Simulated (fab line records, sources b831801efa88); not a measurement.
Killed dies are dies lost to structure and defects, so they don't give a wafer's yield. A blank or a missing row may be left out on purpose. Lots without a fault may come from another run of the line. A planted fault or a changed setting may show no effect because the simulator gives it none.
fab line records | flow gf180mcu
record lots=14 wafers=42 last_day=34
route steps=602 shown HV_LDD@212
lots that met no fault: from a run of the same line without faults
start_h: hours from the record's first day to the start of the lot's first wafer shown | wait_h: hours since the lot's step before | " the same as in the row above | L1.1+2: a row that stands for several wafers | - no value, or no start given | * or withheld: withheld | < > ~ a bound
route shown NAME@n: a module of which the file shows steps, and the number in the route of the first | usual: mean/standard deviation of fault-free wafers | same: alike in all rows | chamber/n: place in a boat | sites: the reading at each site | _std_site: their standard deviation | _edge_site: outer sites' mean less inner sites' | radius_mm: how far each site lies from the wafer's centre | mask NAME#n: copy n | behind: the tool/chamber that last shaped the wafer | hold: why the lot was held/for how many hours/how that ended | device: the transistor (n, p or np) that didn't switch | end of line: the same wafers' tests at the end of the route | a step without rows: its recipe alone | killed: dies lost to structure and defects at the first sort, not the wafer's yield | map: a wafer's dies, x killed, . not, _ none there
set.NAME: the setting as run; set.NAME@STEP: as run at that earlier step | model.NAME: the simulator's own value behind a step, which no gauge read
steps of the route over a sample of lots; a table a step, a row a wafer
services: from which hour (start_h, from the record's first day; less than 0 if before it) a tool's chamber was out of use, for how many hours, and why
## steps
# step GF_HV_LDD_IMPLANT_36
# recipe species=P energy_kev=60 dose_cm2=7.5e+12 tilt_deg=30 rotation_deg=270
# usual dose_ions_cm2=7.504e+12/8.9e+09 end_station_pressure_torr=4.99e-06/2.6e-07 faraday_current_uA=42.4/0.83
# columns lot.wafer tool chamber start_h wait_h dose_ions_cm2 end_station_pressure_torr faraday_current_uA
L861.2 implanter-02 0 253.43 0.1 7.503e+12 4.62e-06 42.1
L861.4 " 0 " " 7.506e+12 4.7e-06 41.2
L861.5 " 0 " " 7.515e+12 4.96e-06 41.4
L862.1 implanter-03 0 260.76 0.1 7.512e+12 4.87e-06 42.1
L862.3 " 0 " " 7.495e+12 4.86e-06 41.4
L862.6 " 0 " " 7.505e+12 4.89e-06 44.0
L863.1 implanter-03 0 270.65 0.1 7.489e+12 4.61e-06 41.3
L863.2 " 0 " " 7.516e+12 5.08e-06 43.0
L863.5 " 0 " " 7.513e+12 4.67e-06 42.4
L864.1 implanter-02 0 274.56 0.1 7.511e+12 5.11e-06 43.1
L864.3 " 0 " " 7.51e+12 5.27e-06 41.6
L864.5 " 0 " " 7.498e+12 4.47e-06 42.4
L865.1 implanter-01 0 287.55 0.1 7.51e+12 5.45e-06 42.3
L865.4 " 0 " " 7.504e+12 4.95e-06 42.2
L865.5 " 0 " " 7.498e+12 4.95e-06 42.7
L867.2 implanter-03 0 297.83 0.1 7.497e+12 5e-06 42.9
L867.4 " 0 " " 7.509e+12 5.32e-06 43.2
L867.6 " 0 " " 7.49e+12 4.66e-06 43.3
L868.3 implanter-01 0 307.90 0.1 7.512e+12 4.54e-06 42.0
L868.5 " 0 " " 7.497e+12 4.99e-06 42.7
L868.6 " 0 " " 7.507e+12 5.28e-06 42.9
L869.2 implanter-02 0 316.68 0.1 7.514e+12 4.78e-06 41.7
L869.3 " 0 " " 7.494e+12 5.41e-06 41.4
L869.6 " 0 " " 7.502e+12 5.34e-06 42.5
L873.1 implanter-03 0 350.86 0.1 7.491e+12 4.85e-06 43.8
L873.2 " 0 " " 7.508e+12 4.87e-06 41.6
L873.4 " 0 " " 7.491e+12 4.78e-06 43.8
L876.2 implanter-03 0 372.53 0.1 2.8221e+13 5.34e-06 163.0
L876.5 " 0 " " 2.8215e+13 5.29e-06 156.9
L876.6 " 0 " " 2.8243e+13 5.45e-06 159.8
L879.1 implanter-03 0 394.56 0.1 2.8236e+13 5.07e-06 160.5
L879.2 " 0 " " 2.823e+13 5.2e-06 160.2
L879.4 " 0 " " 2.8243e+13 5.44e-06 158.6
L881.1 implanter-02 0 406.04 0.1 7.513e+12 4.81e-06 41.5
L881.3 " 0 " " 7.517e+12 5.19e-06 42.7
L881.4 " 0 " " 7.513e+12 5.15e-06 41.8
L882.3 implanter-01 0 414.76 0.1 7.514e+12 4.97e-06 43.4
L882.4 " 0 " " 7.512e+12 5.22e-06 42.7
L882.5 " 0 " " 7.493e+12 5.21e-06 42.1
L884.2 implanter-02 0 435.62 0.1 7.518e+12 5.5e-06 42.1
L884.4 " 0 " " 7.51e+12 4.72e-06 42.5
L884.5 " 0 " " 7.518e+12 4.7e-06 43.8
# step GF_HV_LDD_TW_MEAS_38
# usual HV_LDD_3_TW=1430/8.2
# columns lot.wafer tool chamber start_h wait_h HV_LDD_3_TW
L861.2 film_metro-02 - 253.67 0.1 1425
L861.4 " - " " 1430
L861.5 " - " " 1422
L862.1 film_metro-03 - 261.01 0.1 1423
L862.3 " - " " 1422
L862.6 " - " " 1429
L863.1 film_metro-04 - 270.90 0.1 1441
L863.2 " - " " 1442
L863.5 " - " " 1438
L864.1 film_metro-02 - 274.81 0.1 1428
L864.3 " - " " 1427
L864.5 " - " " 1431
L865.1 film_metro-03 - 287.80 0.1 1422
L865.4 " - " " 1421
L865.5 " - " " 1423
L867.2 film_metro-04 - 298.07 0.1 1433
L867.4 " - " " 1435
L867.6 " - " " 1435
L868.3 film_metro-02 - 308.12 0.1 1423
L868.5 " - " " 1418
L868.6 " - " " 1412
L869.2 film_metro-03 - 316.92 0.1 1427
L869.3 " - " " 1425
L869.6 " - " " 1418
L873.1 film_metro-02 - 351.11 0.1 1420
L873.2 " - " " 1432
L873.4 " - " " 1422
L876.2 film_metro-03 - 372.77 0.1 1681
L876.5 " - " " 1680
L876.6 " - " " 1682
L879.1 film_metro-04 - 394.81 0.1 1713
L879.2 " - " " 1713
L879.4 " - " " 1712
L881.1 film_metro-02 - 406.29 0.1 1434
L881.3 " - " " 1445
L881.4 " - " " 1434
L882.3 film_metro-03 - 414.98 0.1 1432
L882.4 " - " " 1426
L882.5 " - " " 1429
L884.2 film_metro-03 - 435.85 0.1 1428
L884.4 " - " " 1436
L884.5 " - " " 1428
# step GF_HV_LDD_RS_MEAS_53
# recipe thk_meas_gauge=four-point-probe
# usual HV_LDD_RS=418.2/0.8
# columns lot.wafer tool chamber start_h wait_h HV_LDD_RS[ohm/sq]
L861.2 film_metro-04 - 273.51 0.1 418.2
L861.4 " - " " 418.0
L861.5 " - " " 417.7
L862.1 film_metro-03 - 281.08 0.1 417.9
L862.3 " - " " 417.5
L862.6 " - " " 418.1
L863.1 film_metro-02 - 290.75 0.1 419.4
L863.2 " - " " 418.3
L863.5 " - " " 418.6
L864.1 film_metro-03 - 294.72 0.1 416.4
L864.3 " - " " 416.3
L864.5 " - " " 416.7
L865.1 film_metro-04 - 307.89 0.1 418.6
L865.4 " - " " 419.4
L865.5 " - " " 417.7
L867.2 film_metro-03 - 319.16 0.1 418.5
L867.4 " - " " 418.2
L867.6 " - " " 416.8
L868.3 film_metro-03 - 329.57 0.1 418.4
L868.5 " - " " 418.6
L868.6 " - " " 418.4
L869.2 film_metro-02 - 337.81 0.1 417.7
L869.3 " - " " 418.0
L869.6 " - " " 417.8
L873.1 film_metro-04 - 373.78 0.1 418.3
L873.2 " - " " 419.7
L873.4 " - " " 420.2
L876.2 film_metro-02 - 395.61 0.1 371.2
L876.5 " - " " 370.9
L876.6 " - " " 370.8
L879.1 film_metro-04 - 418.72 0.1 370.7
L879.2 " - " " 370.4
L879.4 " - " " 370.1
L881.1 film_metro-03 - 430.58 0.1 417.9
L881.3 " - " " 418.0
L881.4 " - " " 417.3
L882.3 film_metro-04 - 439.83 0.1 418.1
L882.4 " - " " 416.9
L882.5 " - " " 417.0
L884.2 film_metro-03 - 460.55 0.1 419.2
L884.4 " - " " 417.8
L884.5 " - " " 418.7
## services
# columns tool chamber start_h hours kind
implanter-02 - 233.29 1.2 repair
implanter-01 - 250.47 0.7 repair
implanter-02 - 268.03 0.6 repair
implanter-02 - 305.85 0.7 repair
implanter-02 - 317.33 1.8 repair
implanter-03 - 380.24 5.6 pm
implanter-01 - 423.03 3.1 repair
## key
first_sign step=GF_HV_LDD_IMPLANT_36 reading=dose_ions_cm2 direction=up sigmas=99+ usual=7.504e+12 struck=2.8231e+13
effect step=GF_HV_LDD_IMPLANT_36 reading=faraday_current_uA direction=up sigmas=99+ usual=42.4 struck=159.8
effect step=GF_HV_LDD_TW_MEAS_38 reading=HV_LDD_3_TW direction=up sigmas=33 usual=1430 struck=1697
effect step=GF_HV_LDD_RS_MEAS_53 reading=HV_LDD_RS direction=down sigmas=59 usual=418.2 struck=370.7
met_at GF_HV_LDD_IMPLANT_36
struck_lots L876,L879
tester_left_out L876,L879
onset_between 350.86 372.53
fault kind=process_parameter_drift tool=implanter-03 chamber=- onset_h=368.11 steps=GF_HV_LDD_IMPLANT_36 channel=dose_cm2 offset=2.0729e+13 shape=step end_h=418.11 acts_in=these_recipes_only stated=7.5e+12
# tester_left_out: of these lots the tester's yield and bins aren't shown, on N5 and GAA mostly nor the transistor test; their killed dies are dies lost to structure and defects alone, not to doping, threshold or leakage, so they don't give the yield
